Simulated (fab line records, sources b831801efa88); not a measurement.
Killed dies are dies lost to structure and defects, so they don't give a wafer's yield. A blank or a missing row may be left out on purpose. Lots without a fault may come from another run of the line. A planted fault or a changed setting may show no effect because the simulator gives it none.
fab line records | flow sky130
record lots=24 wafers=72 last_day=50
route steps=708 shown VIA2@520 METAL3@534 CAPM@539 VIA3@595 METAL4@599
lots that met no fault: from a run of the same line without faults
start_h: hours from the record's first day to the start of the lot's first wafer shown | wait_h: hours since the lot's step before | " the same as in the row above | L1.1+2: a row that stands for several wafers | - no value, or no start given | * or withheld: withheld | < > ~ a bound
route shown NAME@n: a module of which the file shows steps, and the number in the route of the first | usual: mean/standard deviation of fault-free wafers | same: alike in all rows | chamber/n: place in a boat | sites: the reading at each site | _std_site: their standard deviation | _edge_site: outer sites' mean less inner sites' | radius_mm: how far each site lies from the wafer's centre | mask NAME#n: copy n | behind: the tool/chamber that last shaped the wafer | hold: why the lot was held/for how many hours/how that ended | device: the transistor (n, p or np) that didn't switch | end of line: the same wafers' tests at the end of the route | a step without rows: its recipe alone | killed: dies lost to structure and defects at the first sort, not the wafer's yield | map: a wafer's dies, x killed, . not, _ none there
set.NAME: the setting as run; set.NAME@STEP: as run at that earlier step | model.NAME: the simulator's own value behind a step, which no gauge read
steps of the route over a sample of lots; a table a step, a row a wafer
services: from which hour (start_h, from the record's first day; less than 0 if before it) a tool's chamber was out of use, for how many hours, and why
## steps
# step SKY_VIA2_OVL_MEAS_13
# usual VIA2_OVL=-1/4.7
# columns lot.wafer tool chamber start_h wait_h VIA2_OVL[nm]
L074.2 overlay-02 - 842.95 0.1 -1
L074.3 " - " " -2
L074.4 " - " " 1
L075.1 overlay-02 - 851.63 0.1 -8
L075.3 " - " " -8
L075.5 " - " " -6
L076.1 overlay-01 - 854.34 0.1 -1
L076.2 " - " " 4
L076.3 " - " " 4
L077.2 overlay-01 - 869.34 0.1 -7
L077.3 " - " " -6
L077.4 " - " " 0
L078.2 overlay-02 - 876.90 0.1 13
L078.3 " - " " 3
L078.5 " - " " 8
L079.1 overlay-01 - 879.04 0.1 -2
L079.3 " - " " 3
L079.6 " - " " -1
L080.1 overlay-01 - 895.19 0.1 -7
L080.3 " - " " 0
L080.4 " - " " -1
L081.1 overlay-02 - 902.78 0.1 -8
L081.3 " - " " -6
L081.4 " - " " 0
L082.4 overlay-02 - 907.66 0.1 -1
L082.5 " - " " -5
L082.6 " - " " -4
L083.1 overlay-02 - 916.09 0.1 7
L083.2 " - " " -3
L083.4 " - " " -3
L084.2 overlay-01 - 922.65 0.1 -3
L084.5 " - " " -1
L084.6 " - " " 0
L085.1 overlay-02 - 932.19 0.1 2
L085.4 " - " " -1
L085.5 " - " " -8
L086.2 overlay-01 - 940.25 0.1 3
L086.3 " - " " -1
L086.4 " - " " 9
L087.4 overlay-02 - 952.90 0.1 -1
L087.5 " - " " -1
L087.6 " - " " -3
L089.1 overlay-01 - 955.98 0.1 4
L089.3 " - " " -4
L089.6 " - " " -1
L088.3 overlay-01 - 959.15 0.1 -14
L088.5 " - " " -7
L088.6 " - " " -8
L091.1 overlay-02 - 975.09 0.1 0
L091.2 " - " " 3
L091.5 " - " " -5
L092.1 overlay-02 - 977.05 0.1 -7
L092.3 " - " " -4
L092.6 " - " " 5
L090.2 overlay-02 - 977.90 0.1 -5
L090.3 " - " " 1
L090.5 " - " " -3
L093.3 overlay-01 - 983.30 0.1 12
L093.5 " - " " 6
L093.6 " - " " 0
L094.2 overlay-02 - 989.24 0.1 6
L094.3 " - " " -5
L094.4 " - " " 1
L095.1 overlay-02 - 997.50 0.1 1
L095.5 " - " " 2
L095.6 " - " " -2
L096.2 overlay-02 - 1001.24 0.1 -1
L096.4 " - " " -4
L096.6 " - " " -8
L097.1 overlay-02 - 1007.53 0.1 -7
L097.3 " - " " -1
L097.6 " - " " -4
# step SKY_METAL3_SPUTTER_02
# recipe material=AlCu target_thk_nm=735 power_w=10600 time_s=39.1 chamber_pressure_pa=0.4
# usual throttle_valve_pct=30.3/0.81
# columns lot.wafer tool chamber start_h wait_h throttle_valve_pct
L074.2 pvd_sputter-01 - 844.40 0.0 30.7
L074.3 " - " " 29.0
L074.4 " - " " 30.8
L075.1 pvd_sputter-01 - 853.09 0.0 30.6
L075.3 " - " " 28.9
L075.5 " - " " 30.5
L076.1 pvd_sputter-02 - 855.79 0.0 29.3
L076.2 " - " " 30.9
L076.3 " - " " 31.9
L077.2 pvd_sputter-01 - 870.79 0.0 31.0
L077.3 " - " " 30.8
L077.4 " - " " 30.4
L078.2 pvd_sputter-01 - 878.72 0.0 28.9
L078.3 " - " " 30.3
L078.5 " - " " 28.9
L079.1 pvd_sputter-01 - 880.53 0.0 30.4
L079.3 " - " " 28.9
L079.6 " - " " 30.3
L080.1 pvd_sputter-01 - 896.65 0.0 30.3
L080.3 " - " " 30.8
L080.4 " - " " 28.8
L081.1 pvd_sputter-02 - 904.24 0.0 31.6
L081.3 " - " " 31.0
L081.4 " - " " 32.2
L082.4 pvd_sputter-01 - 909.12 0.0 29.0
L082.5 " - " " 30.8
L082.6 " - " " 30.2
L083.1 pvd_sputter-04 - 917.63 0.0 30.4
L083.2 " - " " 30.7
L083.4 " - " " 29.9
L084.2 pvd_sputter-04 - 924.19 0.0 29.7
L084.5 " - " " 30.7
L084.6 " - " " 30.2
L085.1 pvd_sputter-02 - 933.64 0.0 31.9
L085.4 " - " " 31.0
L085.5 " - " " 29.2
L086.2 pvd_sputter-04 - 941.74 0.0 29.3
L086.3 " - " " 30.1
L086.4 " - " " 31.1
L087.4 pvd_sputter-01 - 954.34 0.0 30.4
L087.5 " - " " 30.9
L087.6 " - " " 30.9
L089.1 pvd_sputter-04 - 957.44 0.0 29.6
L089.3 " - " " 29.9
L089.6 " - " " 29.9
L088.3 pvd_sputter-04 - 960.59 0.0 30.8
L088.5 " - " " 30.9
L088.6 " - " " 29.8
L091.1 pvd_sputter-01 - 976.68 0.0 30.5
L091.2 " - " " 31.2
L091.5 " - " " 30.8
L092.1 pvd_sputter-04 - 978.50 0.0 30.2
L092.3 " - " " 30.5
L092.6 " - " " 29.5
L090.2 pvd_sputter-04 - 979.66 0.0 30.4
L090.3 " - " " 29.6
L090.5 " - " " 30.1
L093.3 pvd_sputter-01 - 984.75 0.0 30.9
L093.5 " - " " 30.3
L093.6 " - " " 31.3
L094.2 pvd_sputter-04 - 990.70 0.0 30.4
L094.3 " - " " 29.7
L094.4 " - " " 30.4
L095.1 pvd_sputter-02 - 998.96 0.0 29.1
L095.5 " - " " 28.9
L095.6 " - " " 31.1
L096.2 pvd_sputter-01 - 1002.76 0.0 30.6
L096.4 " - " " 31.0
L096.6 " - " " 30.7
L097.1 pvd_sputter-01 - 1008.99 0.0 28.8
L097.3 " - " " 30.2
L097.6 " - " " 30.8
# step SKY_CAPM_SPUTTER_02
# recipe material=TiN target_thk_nm=200 temp_c=300 power_w=6500 time_s=166.7 chamber_pressure_pa=0.4
# usual throttle_valve_pct=29.9/0.67
# columns lot.wafer tool chamber start_h wait_h throttle_valve_pct
L074.2 pvd_sputter-04 - 844.60 0.0 29.6
L074.3 " - " " 30.8
L074.4 " - " " 30.0
L075.1 pvd_sputter-03 - 853.27 0.1 29.3
L075.3 " - " " 29.1
L075.5 " - " " 30.8
L076.1 pvd_sputter-04 - 855.98 0.1 29.6
L076.2 " - " " 29.8
L076.3 " - " " 30.7
L077.2 pvd_sputter-03 - 870.97 0.0 30.5
L077.3 " - " " 29.4
L077.4 " - " " 29.2
L078.2 pvd_sputter-04 - 878.92 0.0 29.9
L078.3 " - " " 29.5
L078.5 " - " " 29.9
L079.1 pvd_sputter-03 - 880.72 0.1 30.6
L079.3 " - " " 29.3
L079.6 " - " " 30.9
L080.1 pvd_sputter-03 - 896.83 0.1 29.5
L080.3 " - " " 29.5
L080.4 " - " " 29.3
L081.1 pvd_sputter-03 - 904.42 0.1 29.1
L081.3 " - " " 30.7
L081.4 " - " " 29.5
L082.4 pvd_sputter-04 - 909.28 0.0 30.8
L082.5 " - " " 29.6
L082.6 " - " " 29.9
L083.1 pvd_sputter-03 - 917.81 0.1 29.4
L083.2 " - " " 29.4
L083.4 " - " " 29.2
L084.2 pvd_sputter-01 - 924.38 0.0 28.9
L084.5 " - " " 30.6
L084.6 " - " " 28.9
L085.1 pvd_sputter-03 - 933.83 0.1 29.4
L085.4 " - " " 29.2
L085.5 " - " " 29.2
L086.2 pvd_sputter-03 - 941.92 0.0 29.3
L086.3 " - " " 30.7
L086.4 " - " " 29.6
L087.4 pvd_sputter-03 - 954.52 0.0 28.9
L087.5 " - " " 29.8
L087.6 " - " " 29.0
L089.1 pvd_sputter-03 - 957.62 0.1 29.3
L089.3 " - " " 30.7
L089.6 " - " " 29.4
L088.3 pvd_sputter-01 - 960.77 0.0 30.5
L088.5 " - " " 29.0
L088.6 " - " " 30.6
L091.1 pvd_sputter-03 - 976.86 0.1 30.6
L091.2 " - " " 29.7
L091.5 " - " " 29.5
L092.1 pvd_sputter-03 - 978.70 0.1 29.1
L092.3 " - " " 29.6
L092.6 " - " " 30.8
L090.2 pvd_sputter-03 - 979.86 0.0 29.4
L090.3 " - " " 30.6
L090.5 " - " " 30.6
L093.3 pvd_sputter-04 - 984.93 0.0 29.8
L093.5 " - " " 30.8
L093.6 " - " " 30.0
L094.2 pvd_sputter-01 - 990.90 0.0 28.8
L094.3 " - " " 30.9
L094.4 " - " " 30.9
L095.1 pvd_sputter-01 - 999.15 0.1 29.0
L095.5 " - " " 30.7
L095.6 " - " " 28.9
L096.2 pvd_sputter-03 - 1002.95 0.0 29.3
L096.4 " - " " 29.4
L096.6 " - " " 29.2
L097.1 pvd_sputter-04 - 1009.18 0.1 29.5
L097.3 " - " " 30.8
L097.6 " - " " 30.9
# step SKY_CAPM_RS_MEAS_03
# recipe thk_meas_gauge=four-point-probe reads=TiN_of_CAPM_SPUTTER_02
# usual CAPM_TIN_RS=6.89/0.062
# columns lot.wafer tool chamber start_h wait_h CAPM_TIN_RS[ohm/sq]
L074.2 film_metro-04 - 844.72 0.1 6.94
L074.3 " - " " 6.93
L074.4 " - " " 6.87
L075.1 film_metro-02 - 853.38 0.1 7.00
L075.3 " - " " 7.00
L075.5 " - " " 6.99
L076.1 film_metro-02 - 856.09 0.1 6.96
L076.2 " - " " 6.84
L076.3 " - " " 6.87
L077.2 film_metro-04 - 871.10 0.1 6.90
L077.3 " - " " 6.89
L077.4 " - " " 6.89
L078.2 film_metro-04 - 879.05 0.1 6.87
L078.3 " - " " 6.99
L078.5 " - " " 6.85
L079.1 film_metro-03 - 880.83 0.1 6.95
L079.3 " - " " 6.96
L079.6 " - " " 6.98
L080.1 film_metro-04 - 896.94 0.1 6.77
L080.3 " - " " 6.76
L080.4 " - " " 6.85
L081.1 film_metro-03 - 904.53 0.1 6.98
L081.3 " - " " 6.93
L081.4 " - " " 6.98
L082.4 film_metro-04 - 909.45 0.1 6.91
L082.5 " - " " 6.99
L082.6 " - " " 6.87
L083.1 film_metro-03 - 917.92 0.1 6.92
L083.2 " - " " 6.89
L083.4 " - " " 6.90
L084.2 film_metro-02 - 924.51 0.1 6.97
L084.5 " - " " 6.80
L084.6 " - " " 6.97
L085.1 film_metro-02 - 933.94 0.1 6.87
L085.4 " - " " 6.92
L085.5 " - " " 6.93
L086.2 film_metro-04 - 942.05 0.1 6.96
L086.3 " - " " 6.90
L086.4 " - " " 6.90
L087.4 film_metro-02 - 954.69 0.1 6.95
L087.5 " - " " 6.89
L087.6 " - " " 6.92
L089.1 film_metro-04 - 957.73 0.1 6.83
L089.3 " - " " 6.83
L089.6 " - " " 6.85
L088.3 film_metro-04 - 960.92 0.1 6.89
L088.5 " - " " 6.93
L088.6 " - " " 6.89
L091.1 film_metro-04 - 976.97 0.1 6.88
L091.2 " - " " 6.81
L091.5 " - " " 6.91
L092.1 film_metro-03 - 978.81 0.1 6.94
L092.3 " - " " 6.89
L092.6 " - " " 6.86
L090.2 film_metro-04 - 979.99 0.1 6.90
L090.3 " - " " 6.91
L090.5 " - " " 6.89
L093.3 film_metro-03 - 985.08 0.1 6.85
L093.5 " - " " 6.75
L093.6 " - " " 6.85
L094.2 film_metro-03 - 991.03 0.1 6.90
L094.3 " - " " 6.82
L094.4 " - " " 6.82
L095.1 film_metro-02 - 999.26 0.1 6.91
L095.5 " - " " 6.84
L095.6 " - " " 6.92
L096.2 film_metro-04 - 1003.08 0.1 6.89
L096.4 " - " " 6.90
L096.6 " - " " 6.97
L097.1 film_metro-03 - 1009.29 0.1 6.82
L097.3 " - " " 6.86
L097.6 " - " " 6.80
# step SKY_VIA3_RS_MEAS_22
# recipe thk_meas_gauge=four-point-probe reads=W_of_VIA3_CVD_21+TiN_of_VIA3_SPUTTER_20
# usual VIA3_W_RS=0.2964/0.003
# columns lot.wafer tool chamber start_h wait_h VIA3_W_RS[ohm/sq]
L074.2 film_metro-01 - 924.98 0.1 0.2975
L074.3 " - " " 0.2947
L074.4 " - " " 0.2975
L075.1 film_metro-03 - 934.21 0.1 0.2988
L075.3 " - " " 0.2970
L075.5 " - " " 0.2951
L076.1 film_metro-03 - 935.16 0.1 0.2991
L076.2 " - " " 0.3009
L076.3 " - " " 0.2929
L077.2 film_metro-02 - 951.23 0.1 0.2919
L077.3 " - " " 0.2928
L077.4 " - " " 0.2942
L078.2 film_metro-02 - 958.23 0.1 0.2968
L078.3 " - " " 0.2975
L078.5 " - " " 0.2961
L079.1 film_metro-03 - 960.81 0.1 0.2956
L079.3 " - " " 0.2978
L079.6 " - " " 0.2982
L080.1 film_metro-01 - 973.04 0.1 0.2941
L080.3 " - " " 0.2968
L080.4 " - " " 0.2905
L081.1 film_metro-03 - 981.88 0.2 0.2980
L081.3 " - " " 0.2968
L081.4 " - " " 0.2966
L082.4 film_metro-02 - 985.79 0.1 0.2995
L082.5 " - " " 0.3007
L082.6 " - " " 0.2988
L083.1 film_metro-02 - 994.14 0.1 0.2978
L083.2 " - " " 0.2983
L083.4 " - " " 0.2966
L084.2 film_metro-03 - 1000.01 0.1 0.2995
L084.5 " - " " 0.2979
L084.6 " - " " 0.2984
L085.1 film_metro-03 - 1009.73 0.1 0.3024
L085.4 " - " " 0.2988
L085.5 " - " " 0.2969
L086.2 film_metro-02 - 1016.07 0.1 0.2956
L086.3 " - " " 0.3020
L086.4 " - " " 0.2962
L087.4 film_metro-02 - 1029.13 0.1 0.2995
L087.5 " - " " 0.2960
L087.6 " - " " 0.2911
L089.1 film_metro-02 - 1031.78 0.1 0.2917
L089.3 " - " " 0.2943
L089.6 " - " " 0.2916
L088.3 film_metro-01 - 1034.54 0.1 0.2982
L088.5 " - " " 0.2970
L088.6 " - " " 0.2939
L091.1 film_metro-02 - 1047.42 0.1 0.2969
L091.2 " - " " 0.2926
L091.5 " - " " 0.2938
L092.1 film_metro-01 - 1051.57 0.1 0.2946
L092.3 " - " " 0.2972
L092.6 " - " " 0.2944
L090.2 film_metro-01 - 1052.10 0.1 0.3015
L090.3 " - " " 0.3010
L090.5 " - " " 0.2986
L093.3 film_metro-01 - 1057.00 0.1 0.2954
L093.5 " - " " 0.2918
L093.6 " - " " 0.2946
L094.2 film_metro-02 - 1062.09 0.1 0.2960
L094.3 " - " " 0.2912
L094.4 " - " " 0.2938
L095.1 film_metro-01 - 1069.26 0.1 0.2951
L095.5 " - " " 0.2914
L095.6 " - " " 0.2940
L096.2 film_metro-03 - 1072.72 0.1 0.3001
L096.4 " - " " 0.2986
L096.6 " - " " 0.2963
L097.1 film_metro-03 - 1078.50 0.1 0.2963
L097.3 " - " " 0.2965
L097.6 " - " " 0.2972
# step SKY_METAL4_SPUTTER_01
# recipe material=TiN target_thk_nm=20 power_w=6500 time_s=16.7 chamber_pressure_pa=0.4
# usual throttle_valve_pct=30.4/1.1
# columns lot.wafer tool chamber start_h wait_h throttle_valve_pct
L074.2 pvd_sputter-04 - 925.46 0.0 30.2
L074.3 " - " " 30.6
L074.4 " - " " 29.3
L075.1 pvd_sputter-02 - 934.71 0.0 32.0
L075.3 " - " " 31.7
L075.5 " - " " 30.7
L076.1 pvd_sputter-02 - 935.66 0.0 31.8
L076.2 " - " " 31.7
L076.3 " - " " 31.0
L077.2 pvd_sputter-02 - 951.71 0.0 31.6
L077.3 " - " " 29.1
L077.4 " - " " 32.1
L078.2 pvd_sputter-02 - 958.71 0.0 29.1
L078.3 " - " " 32.2
L078.5 " - " " 28.9
L079.1 pvd_sputter-02 - 961.31 0.0 31.9
L079.3 " - " " 31.2
L079.6 " - " " 31.0
L080.1 pvd_sputter-03 - 973.54 0.0 29.5
L080.3 " - " " 30.6
L080.4 " - " " 29.5
L081.1 pvd_sputter-03 - 982.39 0.0 30.8
L081.3 " - " " 28.8
L081.4 " - " " 29.6
L082.4 pvd_sputter-04 - 986.24 0.0 30.0
L082.5 " - " " 30.8
L082.6 " - " " 30.6
L083.1 pvd_sputter-02 - 994.65 0.0 32.1
L083.2 " - " " 30.8
L083.4 " - " " 28.8
L084.2 pvd_sputter-04 - 1000.49 0.0 29.6
L084.5 " - " " 30.9
L084.6 " - " " 29.8
L085.1 pvd_sputter-02 - 1010.23 0.0 30.9
L085.4 " - " " 31.7
L085.5 " - " " 29.1
L086.2 pvd_sputter-03 - 1016.55 0.0 29.2
L086.3 " - " " 30.6
L086.4 " - " " 29.5
L087.4 pvd_sputter-02 - 1029.58 0.0 29.1
L087.5 " - " " 31.8
L087.6 " - " " 31.9
L089.1 pvd_sputter-03 - 1032.29 0.0 29.5
L089.3 " - " " 29.4
L089.6 " - " " 28.8
L088.3 pvd_sputter-03 - 1035.01 0.0 29.5
L088.5 " - " " 30.3
L088.6 " - " " 29.1
L091.1 pvd_sputter-03 - 1047.92 0.0 29.3
L091.2 " - " " 28.8
L091.5 " - " " 30.5
L092.1 pvd_sputter-03 - 1052.07 0.0 29.4
L092.3 " - " " 29.8
L092.6 " - " " 29.6
L090.2 pvd_sputter-03 - 1052.58 0.0 29.1
L090.3 " - " " 30.5
L090.5 " - " " 29.6
L093.3 pvd_sputter-02 - 1057.46 0.0 30.7
L093.5 " - " " 29.2
L093.6 " - " " 31.0
L094.2 pvd_sputter-02 - 1062.57 0.0 31.7
L094.3 " - " " 31.8
L094.4 " - " " 30.7
L095.1 pvd_sputter-02 - 1069.76 0.0 32.1
L095.5 " - " " 28.8
L095.6 " - " " 31.0
L096.2 pvd_sputter-02 - 1073.20 0.0 31.8
L096.4 " - " " 31.8
L096.6 " - " " 29.1
L097.1 pvd_sputter-02 - 1079.00 0.0 29.0
L097.3 " - " " 32.0
L097.6 " - " " 30.9
## services
# columns tool chamber start_h hours kind
pvd_sputter-04 3 832.59 - consumable_replace:kit
pvd_sputter-04 3 832.59 18.0 scheduled_down
pvd_sputter-04 3 832.59 18.0 vent_cycle
pvd_sputter-02 - 836.35 0.5 repair
pvd_sputter-01 - 863.00 1.5 repair
pvd_sputter-04 - 865.26 4.3 repair
pvd_sputter-03 - 888.46 4.6 repair
pvd_sputter-01 0 896.75 - consumable_replace:kit
pvd_sputter-01 0 896.75 18.0 scheduled_down
pvd_sputter-01 0 896.75 18.0 vent_cycle
pvd_sputter-03 - 910.81 6.7 repair
pvd_sputter-03 - 939.89 1.8 repair
pvd_sputter-04 - 949.51 3.6 repair
pvd_sputter-02 2 958.84 - consumable_replace:kit
pvd_sputter-02 2 958.84 18.0 scheduled_down
pvd_sputter-02 2 958.84 18.0 vent_cycle
pvd_sputter-03 - 968.84 0.6 repair
pvd_sputter-04 - 1017.72 2.0 repair
pvd_sputter-02 1 1032.23 - consumable_replace:kit
pvd_sputter-02 1 1032.23 18.0 scheduled_down
pvd_sputter-02 1 1032.23 18.0 vent_cycle
pvd_sputter-04 2 1061.43 - consumable_replace:kit
pvd_sputter-04 2 1061.43 18.0 scheduled_down
pvd_sputter-04 2 1061.43 18.0 vent_cycle
## key
fault none
